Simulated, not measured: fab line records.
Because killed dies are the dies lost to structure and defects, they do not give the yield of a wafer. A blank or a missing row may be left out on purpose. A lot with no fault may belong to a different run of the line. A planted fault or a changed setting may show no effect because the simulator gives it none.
fab line records ; flow sky130
record lots=6; wafers=16; last_day=50
route steps=708 shown METAL2@506 VIA2@507 PAD_OPEN@708
lots untouched by any fault: they come from a run of this same line in which no faults occurred
start_h: hours from the record's opening day to when the first of the lot's shown wafers began ; wait_h: hours elapsed since this lot's preceding step ; " as in the row above ; L1.1+2: a row that stands for several wafers ; - no value present, or no start provided ; * or withheld: withheld ; < > ~ a bound
route shown NAME@n: names a module that has steps shown in the file, with the first one's number in the route ; usual: the fault-free wafers' mean and standard deviation ; same: alike in all rows ; chamber/n: place in a boat ; sites: the reading at each site ; _std_site: the standard deviation of these ; _edge_site: outer sites' mean less inner sites' ; radius_mm: for every site, how far away it sits from the centre of the wafer ; mask NAME#n: copy n ; behind: the most recent tool/chamber to have shaped the wafer ; hold: why the lot was held/for how many hours/how that ended ; device: the transistor (n, p or np) that didn't switch ; end of line: tests run on the same wafers once the route is complete ; for a step that has no rows: nothing shown but its recipe ; killed: dies lost to structure and defects at the first sort, not the wafer's yield ; map: per-die view of a wafer (x killed, . not killed, _ where there is no die)
set.NAME: the run value of the setting; set.NAME@STEP: its run value at that earlier step ; model.NAME: the simulator's own value behind a step, which no gauge read
lots seen at some steps along the route; tables by step, rows by wafer
services: the hour from which a tool's chamber was out of use, counted from the record's first day as start_h (under 0 if before that day), plus the number of hours and why
## steps
# step SKY_METAL2_CLEAN_23
# recipe chemistry=O3/DIW; dry=n2_spin
# step SKY_VIA2_HDPCVD_00
# recipe material=SiO2; target_thk_nm=1180; sigma_open_frac=0.3; time_s=196.7; temp_c=400; sih4_flow_sccm=60; pressure_mtorr=6
# step SKY_VIA2_THK_MEAS_01
# recipe reads=SiO2_of_VIA2_HDPCVD_00
# usual VIA2_HDPCVD_THK=1183/13
lot.wafer;tool;chamber;start_h;wait_h;VIA2_HDPCVD_THK[nm]
L801.2;film_metro-04;-;861.12;0.1;1170
L801.3;film_metro-04;-;861.12;0.1;1174
L801.4;film_metro-04;-;861.12;0.1;1194
L805.1;film_metro-03;-;889.92;0.1;1177
L805.3;film_metro-03;-;889.92;0.1;1190
L805.4;film_metro-03;-;889.92;0.1;1162
L813.2;film_metro-04;-;949.18;0.1;1196
L813.4;film_metro-04;-;949.18;0.1;1195
L815.3;film_metro-01;-;968.65;0.1;1195
L815.4;film_metro-01;-;968.65;0.1;1187
L817.1;film_metro-01;-;976.38;0.1;1194
L817.2;film_metro-01;-;976.38;0.1;1183
L817.5;film_metro-01;-;976.38;0.1;1183
L819.1;film_metro-01;-;987.68;0.1;1174
L819.2;film_metro-01;-;987.68;0.1;1185
L819.3;film_metro-01;-;987.68;0.1;1180
# step SKY_VIA2_CMP_02
# recipe material=SiO2; down_force_psi=4; platen_rpm=60; pad_velocity_m_s=0.94248
# usual edge_zone_pressure_frac=1.000/0.0045; motor_current_A=10.7/0.9; retaining_ring_pressure_frac=1.000/0.0048
lot.wafer;tool;chamber;start_h;wait_h;edge_zone_pressure_frac;motor_current_A;retaining_ring_pressure_frac
L801.4;cmp-02;0;861.27;0.1;1.000;10.0;0.999
L801.2;cmp-02;1;861.27;0.1;1.000;11.8;0.998
L801.3;cmp-02;2;861.27;0.1;1.000;9.6;0.997
L805.1;cmp-02;0;890.20;0.3;0.992;10.3;0.998
L805.4;cmp-02;1;890.20;0.3;0.998;12.4;0.999
L805.3;cmp-02;2;890.20;0.3;0.997;9.8;1.000
L813.2;cmp-02;2;949.23;0.0;0.994;9.6;1.002
L813.4;cmp-02;1;949.23;0.0;1.006;12.5;0.995
L815.4;cmp-02;2;968.74;0.1;1.001;9.7;0.999
L815.3;cmp-02;0;968.74;0.1;1.002;10.8;0.992
L817.2;cmp-01;3;976.56;0.2;1.004;10.8;0.992
L817.1;cmp-01;1;976.56;0.2;0.999;12.6;1.005
L817.5;cmp-01;2;976.56;0.2;1.004;11.1;1.001
L819.1;cmp-02;2;988.00;0.3;0.998;9.5;0.993
L819.2;cmp-02;3;988.00;0.3;0.998;11.1;0.997
L819.3;cmp-02;0;988.00;0.3;1.002;10.5;0.992
# step SKY_VIA2_BOW_MEAS_03
# recipe mode=bow
# usual VIA2_BOW=88/7.3
lot.wafer;tool;chamber;start_h;wait_h;VIA2_BOW[um]
L801.2;film_metro-03;-;861.54;0.2;86
L801.3;film_metro-03;-;861.54;0.2;93
L801.4;film_metro-03;-;861.54;0.2;88
L805.1;film_metro-03;-;890.50;0.2;72
L805.3;film_metro-03;-;890.50;0.2;69
L805.4;film_metro-03;-;890.50;0.2;82
L813.2;film_metro-03;-;949.55;0.3;94
L813.4;film_metro-03;-;949.55;0.3;95
L815.3;film_metro-04;-;969.03;0.1;84
L815.4;film_metro-04;-;969.03;0.1;91
L817.1;film_metro-01;-;976.81;0.1;83
L817.2;film_metro-01;-;976.81;0.1;87
L817.5;film_metro-01;-;976.81;0.1;91
L819.1;film_metro-01;-;988.25;0.2;81
L819.2;film_metro-01;-;988.25;0.2;87
L819.3;film_metro-01;-;988.25;0.2;77
# step SKY_VIA2_DEHYDRATE_04
# recipe temp_c=200; time_s=60
# step SKY_VIA2_HMDS_05
# recipe prime_time_s=60; prime_temp_c=120
# step SKY_VIA2_COAT_06
# recipe resist=BARC; temp_c=withheld; time_s=withheld; spin_rpm=3000; resist_thk_nm=60
# step SKY_VIA2_COAT_07
# recipe resist=KrF-thick; spin_rpm=3000; resist_thk_nm=450
# step SKY_VIA2_SOFTBAKE_08
# recipe temp_c=100; time_s=90; resist=KrF-thick
# step SKY_VIA2_EXPOSE_09
# recipe mask_id=VIM2; na=0.8; source_shape=annular; sigma_inner=0.55; sigma_outer=0.85; target_cd_nm=200; dose_mj=38
# step SKY_VIA2_PEB_10
# recipe peb_temp_c=withheld; peb_time_s=withheld; resist=KrF-thick
# step SKY_VIA2_DEVELOP_11
# recipe develop_time_s=60; resist=KrF-thick; dev_temp_c=21
lot.wafer;tool;chamber;start_h;wait_h
L801.2+3+4;litho_track-01;0;887;-
L805.1+3+4;litho_track-02;0;915;-
L813.2+4;litho_track-02;0;973;-
L815.3+4;litho_track-02;0;992;-
L817.1+2+5;litho_track-03;0;1000;-
L819.1+2+3;litho_track-01;0;1012;-
# step SKY_VIA2_CD_MEAS_12
# recipe target_cd_nm=200
# usual cd_nm=199.9/1.5
lot.wafer;tool;chamber;start_h;wait_h;cd_nm
L801.2;cd_sem-01;-;887.69;-;199.8
L801.3;cd_sem-01;-;887.69;-;199.0
L801.4;cd_sem-01;-;887.69;-;199.0
L805.1;cd_sem-02;-;915.63;-;197.0
L805.3;cd_sem-02;-;915.63;-;198.1
L805.4;cd_sem-02;-;915.63;-;199.3
L813.2;cd_sem-01;-;974.00;-;189.6
L813.4;cd_sem-01;-;974.00;-;188.6
L815.3;cd_sem-01;-;992.32;-;197.4
L815.4;cd_sem-01;-;992.32;-;188.0
L817.1;cd_sem-01;-;1000.66;-;199.3
L817.2;cd_sem-01;-;1000.66;-;200.8
L817.5;cd_sem-01;-;1000.66;-;202.1
L819.1;cd_sem-01;-;1012.42;-;199.5
L819.2;cd_sem-01;-;1012.42;-;199.6
L819.3;cd_sem-01;-;1012.42;-;198.9
# step SKY_VIA2_OVL_MEAS_13
# usual VIA2_OVL=3/5.9
lot.wafer;tool;chamber;start_h;wait_h;VIA2_OVL[nm]
L801.2;overlay-01;-;887.80;0.1;2
L801.3;overlay-01;-;887.80;0.1;-8
L801.4;overlay-01;-;887.80;0.1;-7
L805.1;overlay-02;-;915.75;0.1;6
L805.3;overlay-02;-;915.75;0.1;5
L805.4;overlay-02;-;915.75;0.1;5
L813.2;overlay-02;-;974.11;0.1;9
L813.4;overlay-02;-;974.11;0.1;8
L815.3;overlay-01;-;992.41;0.1;12
L815.4;overlay-01;-;992.41;0.1;12
L817.1;overlay-02;-;1000.78;0.1;1
L817.2;overlay-02;-;1000.78;0.1;4
L817.5;overlay-02;-;1000.78;0.1;4
L819.1;overlay-02;-;1012.54;0.1;-3
L819.2;overlay-02;-;1012.54;0.1;-4
L819.3;overlay-02;-;1012.54;0.1;-3
# step SKY_VIA2_ETCH_14
# recipe chemistry=N2/H2; target=BARC; ion_energy_ev=200; source_w=500; bias_w=100; pressure_mtorr=30; n2_flow_sccm=100; h2_flow_sccm=200; stop_on=SiO2; time_s=45.9; target_depth_a=600
# usual bias_w=100.0/0.31; drypump_motor_current_A=5.7/0.35; oes_product_au=0.855/0.0047; throttle_valve_pct=13.224/0.0092
lot.wafer;tool;chamber;start_h;wait_h;bias_w;drypump_motor_current_A;oes_product_au;rf_hours_counter_h;throttle_valve_pct;model.VIA2.cd_nm
L801.2;rie_diel-02;1;887.83;0.0;99.9;6.1;0.854;13;13.239;198.6
L801.3;rie_diel-02;2;887.83;0.0;100.3;5.3;0.851;9;13.210;199.2
L801.4;rie_diel-02;0;887.83;0.0;100.1;5.4;0.859;10;13.225;200
L805.1;rie_diel-01;3;915.79;0.0;99.9;5.3;0.858;19;13.224;196.7
L805.3;rie_diel-01;1;915.79;0.0;99.6;5.8;0.861;10;13.222;198.9
L805.4;rie_diel-01;0;915.79;0.0;100.3;5.5;0.848;17;13.213;198.9
L813.2;rie_diel-02;1;974.14;0.0;99.7;6.1;0.854;15;13.223;189
L813.4;rie_diel-02;3;974.14;0.0;100.2;5.6;0.844;9;13.225;188.8
L815.3;rie_diel-04;0;992.44;0.0;100.1;5.5;0.859;20;13.225;197.6
L815.4;rie_diel-04;3;992.44;0.0;100.3;5.9;0.847;25;13.235;188.8
L817.1;rie_diel-04;0;1000.82;0.0;99.9;5.5;0.860;21;13.210;200.1
L817.2;rie_diel-04;3;1000.82;0.0;99.8;5.9;0.862;25;13.243;201.6
L817.5;rie_diel-04;0;1000.82;0.0;99.9;5.6;0.860;-;13.227;202.7
L819.1;rie_diel-01;1;1012.58;0.0;100.0;5.9;0.853;13;13.224;200.4
L819.2;rie_diel-01;2;1012.58;0.0;100.4;5.9;0.855;4;13.235;198.9
L819.3;rie_diel-01;3;1012.58;0.0;99.7;5.3;0.851;23;13.229;198.4
# step SKY_VIA2_ETCH_15
# recipe target=SiO2; chemistry=C4F8/O2/Ar; target_depth_nm=546; stop_on=TiN; mask_material=KrF-thick; source_w=1500; bias_w=1200; pressure_mtorr=40; c4f8_flow_sccm=withheld; O2_flow_sccm=6; Ar_flow_sccm=300; time_s=84
# usual bias_w=1200/3.4; oes_product_au=0.940/0.0045
lot.wafer;tool;chamber;start_h;wait_h;bias_w;oes_product_au;rf_hours_counter_h;model.VIA2.cd_nm
L801.2;rie_diel-02;1;887.87;0.0;1200;0.941;13;194.9
L801.3;rie_diel-02;2;887.87;0.0;1201;0.937;9;202.9
L801.4;rie_diel-02;0;887.87;0.0;1205;0.940;10;199.9
L805.1;rie_diel-01;3;915.83;0.0;1199;0.945;19;194.7
L805.3;rie_diel-01;1;915.83;0.0;1198;0.938;10;203.5
L805.4;rie_diel-01;0;915.83;0.0;1203;0.944;17;199.6
L813.2;rie_diel-02;1;974.18;0.0;1203;0.940;15;189.1
L813.4;rie_diel-02;3;974.18;0.0;1195;0.942;9;190.7
L815.3;rie_diel-04;0;992.48;0.0;1200;0.934;20;196.6
L815.4;rie_diel-04;3;992.48;0.0;1198;0.950;25;195
L817.1;rie_diel-04;0;1000.88;0.0;1205;0.938;21;197.6
L817.2;rie_diel-04;3;1000.88;0.0;1203;0.939;25;205.6
L817.5;rie_diel-04;0;1000.88;0.0;1201;0.928;-;200.8
L819.1;rie_diel-01;1;1012.62;0.0;1203;0.937;13;202.5
L819.2;rie_diel-01;2;1012.62;0.0;1197;0.942;4;196.3
L819.3;rie_diel-01;3;1012.62;0.0;1203;0.930;23;196.2
# step SKY_VIA2_STRIP_16
# recipe chemistry=O2/N2; power_w=1400; pressure_mtorr=1500; platen_temp_c=withheld; o2_flow_sccm=3000; n2_flow_sccm=300; overash_fraction=0.5
# usual drypump_motor_current_A=5.5/0.36; oes_product_au=0.399/0.0047; strip_time_to_endpoint_s=4.052/0.027
lot.wafer;tool;chamber;start_h;wait_h;drypump_motor_current_A;oes_product_au;rf_hours_counter_h;strip_time_to_endpoint_s
L801.2;plasma_asher-03;1;887.93;0.0;5.1;0.402;107;4.045
L801.3;plasma_asher-03;0;887.93;0.0;5.0;0.394;-;4.056
L801.4;plasma_asher-03;1;887.93;0.0;5.1;0.403;-;4.075
L805.1;plasma_asher-04;0;915.89;0.0;6.0;0.396;15;4.045
L805.3;plasma_asher-04;1;915.89;0.0;5.5;0.392;-;4.050
L805.4;plasma_asher-04;0;915.89;0.0;6.0;0.390;-;4.019
L813.2;plasma_asher-03;1;974.24;0.0;5.1;0.398;115;4.062
L813.4;plasma_asher-03;0;974.24;0.0;5.0;0.399;-;4.030
L815.3;plasma_asher-03;0;992.58;0.1;5.0;0.403;-;4.106
L815.4;plasma_asher-03;1;992.58;0.1;5.0;0.395;-;4.055
L817.1;plasma_asher-01;0;1000.98;0.1;5.5;0.403;59;4.147
L817.2;plasma_asher-01;1;1000.98;0.1;5.8;0.400;59;4.074
L817.5;plasma_asher-01;1;1000.98;0.1;5.8;0.398;-;4.144
L819.1;plasma_asher-04;0;1012.69;0.0;6.0;0.396;25;4.036
L819.2;plasma_asher-04;1;1012.69;0.0;5.5;0.393;25;4.030
L819.3;plasma_asher-04;0;1012.69;0.0;6.0;0.398;-;4.037
# step SKY_PAD_OPEN_PROBE_99
# usual defect_limited_yield=82.4/1.9; killed_at_M0_to_M3=44/7.5; killed_at_M4_up=3.2/1.9; killed_at_contacts=23/4.7; killed_at_front_end=15/4.7; killed_at_other=0.4/0.66; killed_dies=87/9.3; killed_open=47/7.2; killed_short=39/6.5; sort_bin_3_pad_short=0.8/0.39; sort_bin_5_function=10.5/1.4; sort_bin_6_memory=6.3/1.2; sort_n_pass=405/9.3; sort_yield_pct=82.4/1.9
# same gross_dies=492; killed_at_back_side=0; sort_bin_4_leakage[%]=0; sort_bin_8_speed[%]=0
lot.wafer;tool;chamber;start_h;wait_h;defect_limited_yield[%];killed_at_M0_to_M3;killed_at_M4_up;killed_at_contacts;killed_at_front_end;killed_at_other;killed_dies;killed_open;killed_short;sort_bin_3_pad_short[%];sort_bin_5_function[%];sort_bin_6_memory[%];sort_n_pass;sort_yield_pct[%];model.etest.via2_chain.rc_ohm
L801.2;prober-01;-;1109.33;0.1;82.7;39;3;23;20;0;85;42;42;0.6;9.3;7.3;407;82.7;10.12
L801.3;prober-01;-;1109.38;0.2;84.1;43;2;18;14;1;78;35;39;0.8;7.9;7.1;414;84.1;9.913
L801.4;prober-01;-;1109.43;0.2;79.7;59;1;22;18;0;100;66;31;0.2;12.8;7.3;392;79.7;10.39
L805.1;prober-01;-;1132.50;0.1;81.7;42;7;19;21;1;90;42;47;1.0;12.4;4.9;402;81.7;10.24
L805.3;prober-01;-;1132.60;0.2;79.7;59;1;25;15;0;100;48;52;1.8;11.4;7.1;392;79.7;9.149
L805.4;prober-01;-;1132.65;0.2;82.7;49;1;22;13;0;85;43;41;1.8;10.6;4.9;407;82.7;10.05
L813.2;prober-02;-;1173.53;0.1;84.6;35;3;17;18;3;76;39;34;0.8;10.2;4.5;416;84.6;11.01
L813.4;prober-02;-;1173.63;0.2;80.7;58;6;20;11;0;95;51;44;1.2;11.4;6.7;397;80.7;11.1
L815.3;prober-01;-;1185.49;0.2;79.3;53;2;31;16;0;102;56;45;1.0;13.2;6.5;390;79.3;10.36
L815.4;prober-01;-;1185.54;0.2;82.7;41;6;28;10;0;85;53;32;0.4;10.6;6.3;407;82.7;10.47
L817.1;prober-01;-;1191.33;0.1;80.5;47;3;27;19;0;96;58;37;0.2;13.0;6.3;396;80.5;10.21
L817.2;prober-01;-;1191.38;0.1;81.7;57;4;19;9;1;90;49;41;1.0;11.2;6.1;402;81.7;9.941
L817.5;prober-01;-;1191.53;0.2;81.9;45;3;23;18;0;89;45;43;0.8;10.2;7.1;403;81.9;9.819
L819.1;prober-02;-;1199.69;0.1;84.3;38;5;22;12;0;77;31;46;0.2;8.5;6.9;415;84.3;10.14
L819.2;prober-02;-;1199.74;0.1;82.5;43;0;27;16;0;86;44;38;0.8;8.9;7.7;406;82.5;10.1
L819.3;prober-02;-;1199.79;0.2;85.4;29;2;25;16;0;72;36;36;0.8;8.9;4.9;420;85.4;9.912
# killed by level:class
L801.2 VIA1:geometric_particle:open=8 FIELD_ISO:geometric_particle:open=6 VIA1:geometric_particle:short=6 CONTACT:geometric_particle:open=6 VIA3:geometric_particle:open=6 POLY_GATE:geometric_particle:short=5 LI_CONTACT:geometric_particle:short=5 LI_CONTACT:geometric_particle:open=5
L801.3 VIA3:geometric_particle:open=9 FIELD_ISO:geometric_particle:short=6 VIA1:geometric_particle:open=6 METAL1:geometric_particle:short=6 CONTACT:geometric_particle:short=5 METAL2:geometric_particle:short=5 CONTACT:geometric_particle:open=4 VIA2:geometric_particle:open=4
L801.4 VIA1:geometric_particle:open=19 CONTACT:geometric_particle:open=9 VIA1:geometric_particle:short=9 VIA3:geometric_particle:open=9 VIA2:geometric_particle:open=8 LI_CONTACT:geometric_particle:open=6 FIELD_ISO:geometric_particle:open=5 POLY_GATE:geometric_particle:open=5
L805.1 CONTACT:geometric_particle:open=8 VIA1:geometric_particle:short=8 VIA1:geometric_particle:open=7 POLY_GATE:geometric_particle:short=7 METAL4:geometric_particle:short=7 LI_CONTACT:geometric_particle:open=6 VIA2:geometric_particle:open=6 FIELD_ISO:geometric_particle:open=4
L805.3 VIA1:geometric_particle:open=13 VIA1:geometric_particle:short=8 METAL3:geometric_particle:short=7 METAL1:geometric_particle:short=6 LOCAL_INTERCONNECT:geometric_particle:short=6 CONTACT:geometric_particle:open=6 FIELD_ISO:geometric_particle:open=5 POLY_GATE:geometric_particle:open=5
L805.4 VIA1:geometric_particle:open=13 VIA1:geometric_particle:short=9 CONTACT:geometric_particle:open=8 METAL1:geometric_particle:short=6 VIA3:geometric_particle:open=6 LI_CONTACT:geometric_particle:open=5 POLY_GATE:geometric_particle:short=4 LOCAL_INTERCONNECT:geometric_particle:short=4
L813.2 FIELD_ISO:geometric_particle:short=7 FIELD_ISO:geometric_particle:open=7 VIA2:geometric_particle:open=7 LI_CONTACT:geometric_particle:open=6 CONTACT:geometric_particle:open=5 METAL2:geometric_particle:short=5 METAL1:geometric_particle:short=4 VIA3:geometric_particle:short=4
L813.4 VIA1:geometric_particle:open=11 CONTACT:geometric_particle:open=9 VIA2:geometric_particle:open=9 VIA3:geometric_particle:open=8 CONTACT:geometric_particle:short=6 VIA1:geometric_particle:short=6 METAL2:geometric_particle:short=6 METAL4:geometric_particle:short=5
L815.3 VIA1:geometric_particle:open=13 LOCAL_INTERCONNECT:geometric_particle:short=9 VIA2:geometric_particle:open=9 LI_CONTACT:geometric_particle:open=8 CONTACT:geometric_particle:open=8 VIA1:geometric_particle:short=7 VIA2:geometric_particle:short=6 FIELD_ISO:geometric_particle:short=5
L815.4 CONTACT:geometric_particle:open=15 VIA1:geometric_particle:open=9 VIA1:geometric_particle:short=8 VIA2:geometric_particle:open=7 LI_CONTACT:geometric_particle:open=6 POLY_GATE:geometric_particle:open=5 LI_CONTACT:geometric_particle:short=3 VIA4:geometric_particle:open=3
L817.1 CONTACT:geometric_particle:open=13 VIA3:geometric_particle:open=9 VIA2:geometric_particle:open=7 VIA1:geometric_particle:open=7 METAL1:geometric_particle:short=6 FIELD_ISO:geometric_particle:short=5 POLY_GATE:geometric_particle:open=4 SPACER:geometric_particle:short=4
L817.2 VIA1:geometric_particle:open=13 METAL1:geometric_particle:short=10 VIA3:geometric_particle:open=7 LI_CONTACT:geometric_particle:open=6 METAL2:geometric_particle:short=5 VIA2:geometric_particle:open=5 LI_CONTACT:geometric_particle:short=4 CONTACT:geometric_particle:short=4
L817.5 LI_CONTACT:geometric_particle:open=9 VIA1:geometric_particle:open=9 CONTACT:geometric_particle:open=7 METAL1:geometric_particle:short=5 VIA1:geometric_particle:short=5 METAL2:geometric_particle:short=5 FIELD_ISO:geometric_particle:open=4 VIA2:geometric_particle:short=4
L819.1 METAL2:geometric_particle:short=10 LOCAL_INTERCONNECT:geometric_particle:short=6 CONTACT:geometric_particle:open=6 METAL1:geometric_particle:short=5 VIA3:geometric_particle:short=5 VIA3:geometric_particle:open=5 FIELD_ISO:geometric_particle:open=4 LI_CONTACT:geometric_particle:open=4
L819.2 FIELD_ISO:geometric_particle:short=9 CONTACT:geometric_particle:open=9 VIA1:geometric_particle:open=9 METAL2:geometric_particle:short=9 VIA3:geometric_particle:open=7 LI_CONTACT:geometric_particle:open=6 FIELD_ISO:geometric_particle:open=4 LI_CONTACT:geometric_particle:short=4
L819.3 VIA1:geometric_particle:open=8 LI_CONTACT:geometric_particle:open=6 VIA3:geometric_particle:open=6 LOCAL_INTERCONNECT:geometric_particle:short=6 CONTACT:geometric_particle:open=6 METAL2:geometric_particle:short=6 POLY_GATE:geometric_particle:short=5 POLY_GATE:geometric_particle:open=4
## services
tool;chamber;start_h;hours;kind
cmp-01;-;841.77;2.3;repair
rie_diel-01;2;844.97;-;clean
rie_diel-01;2;844.97;33.2;scheduled_down
rie_diel-01;2;844.97;33.2;vent_cycle
rie_diel-01;1;872.11;2.4;repair
cmp-01;-;894.84;5.2;pm
cmp-02;-;900.07;5.6;pm
plasma_asher-04;-;902.95;12.9;pm
cmp-01;-;912.00;4.0;pm
cmp-01;-;916.00;-;consumable_replace:conditioner
cmp-01;-;916.00;-;consumable_replace:pad
cmp-02;-;925.84;8.8;pm
rie_diel-01;2;930.93;3.9;repair
cmp-02;-;955.57;12.2;pm
rie_diel-02;0;961.49;5.7;repair
plasma_asher-01;-;966.95;3.2;repair
rie_diel-04;0;969.95;19.9;repair
cmp-01;-;987.58;1.1;repair
rie_diel-04;2;994.33;8.7;repair
rie_diel-04;-;994.80;0.5;repair
rie_diel-04;1;999.26;6.3;repair
rie_diel-01;0;1008.08;9.8;repair
rie_diel-01;1;1009.95;2.3;repair
## key
first_sign step=SKY_VIA2_CD_MEAS_12; reading=cd_nm; direction=down; sigmas=7.2; usual=199.9; struck=188.7
effect none on later readings
model_effect step=SKY_VIA2_ETCH_14; value=VIA2.cd_nm; without=200; struck=188.9
model_effect step=SKY_VIA2_ETCH_15; value=VIA2.cd_nm; without=202.7; struck=191.6
model_effect step=SKY_PAD_OPEN_PROBE_99; value=etest.via2_chain.rc_ohm; without=9.751; struck=10.86
met_at SKY_VIA2_DEVELOP_11
struck_wafers L813.2,L813.4,L815.4
onset_between 915 973
fault kind=process_parameter_drift; tool=litho_track-02; chamber=-; onset_h=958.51; steps=SKY_VIA2_DEVELOP_11; channel=develop_time_s; offset=*; shape=step; end_h=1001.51; scope=struck_wafers_only; acts_in=*; stated=*
